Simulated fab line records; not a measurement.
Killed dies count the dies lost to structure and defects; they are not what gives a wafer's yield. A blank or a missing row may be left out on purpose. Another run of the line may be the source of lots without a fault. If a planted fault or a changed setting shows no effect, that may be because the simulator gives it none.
2 desks, one fault :: flow sfq-line :: what lay behind the numbers comes last; until then each desk has only its own

AT THE METROLOGY DESK
What the gauges read, lot by lot, whatever tool the lot ran on: means of the sampled wafers that have a number. Marked OUT: a lot whose mean sits more than 4 standard deviations from the usual mean, which makes it out of limits; the brackets give that distance.
Columns: A = M1_NB_RS at SFQ_M1_RS_MEAS_909, usual 0.889 ohm/sq
lot: L328
first seen here: day 13 12:32
A: 0.902

lot: L329
first seen here: day 13 15:17
A: 0.877

lot: L330
first seen here: day 14 03:23
A: 0.891

lot: L331
first seen here: day 14 10:35
A: 0.886

lot: L332
first seen here: day 14 15:24
A: 0.895

lot: L333
first seen here: day 14 23:48
A: 0.899

lot: L334
first seen here: day 15 04:35
A: 0.781 (-11) OUT

lot: L335
first seen here: day 15 05:47
A: 0.900

lot: L336
first seen here: day 15 19:00
A: 0.765 (-12) OUT

lot: L338
first seen here: day 16 04:38
A: 0.774 (-11) OUT

lot: L343
first seen here: day 17 12:22
A: 0.879

lot: L344
first seen here: day 17 19:38
A: 0.868

lot: L346
first seen here: day 18 09:30
A: 0.887

lot: L348
first seen here: day 19 11:09
A: 0.881

lot: L351
first seen here: day 20 06:58
A: 0.892
This desk's finding: out of limits on L334, L336, L338; first on L334, day 15 04:35 (M1_NB_RS at SFQ_M1_RS_MEAS_909). L328, L329, L330, L331, L332, L333, L335, L343, L344, L346, L348, L351: within limits.

DESK OF THE TOOL OWNER: pvd-sputter-03
The tool's own readings at SFQ_TRILAYER_M1_DEP_SPUTTER_037 (material Nb, target thk 200 nm, time 133.3 s): means of the sampled wafers that have a number, for each lot that ran on this tool. Marked OUT: a lot whose mean sits more than 4 standard deviations from the usual mean, which makes it out of limits; the brackets give that distance.
Columns: A = substrate-temp-c at SFQ_TRILAYER_M1_DEP_SPUTTER_037, usual 19.99 C; B = throttle-valve-pct at SFQ_TRILAYER_M1_DEP_SPUTTER_037, usual 30.1 %
lot: L328
first seen here: day 13 12:25
A: 19.89
B: 29.6

lot: L331
first seen here: day 14 10:29
A: 19.92
B: 29.1

lot: L332
first seen here: day 14 15:17
A: 20.03
B: 29.5

lot: L333
first seen here: day 14 23:41
A: 19.99
B: 30.2

lot: L334
first seen here: day 15 04:29
A: 19.86
B: 30.2

lot: L336
first seen here: day 15 18:53
A: 19.94
B: 29.6

lot: L338
first seen here: day 16 04:32
A: 19.99
B: 29.5

lot: L346
first seen here: day 18 09:25
A: 19.97
B: 29.1
Result from this desk: across the 8 lots, nothing is out of limits.

PUT TOGETHER
An alarm was possible from the metrology desk at day 15 04:35, on L334, L336, L338.
The desk of the tool owner found nothing out of limits.
The tool owner's desk has L334, L336, L338 on record, within its limits.
All the named lots went through SFQ_TRILAYER_M1_DEP_SPUTTER_037 on pvd-sputter-03.

WHAT THE SIMULATOR PUT IN
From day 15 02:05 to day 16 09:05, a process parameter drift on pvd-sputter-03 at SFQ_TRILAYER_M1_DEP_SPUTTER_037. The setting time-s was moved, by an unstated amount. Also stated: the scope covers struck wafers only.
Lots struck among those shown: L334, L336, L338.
Time in hours between the start of the fault and the first out-of-limits reading at each desk: metrology desk, 2.
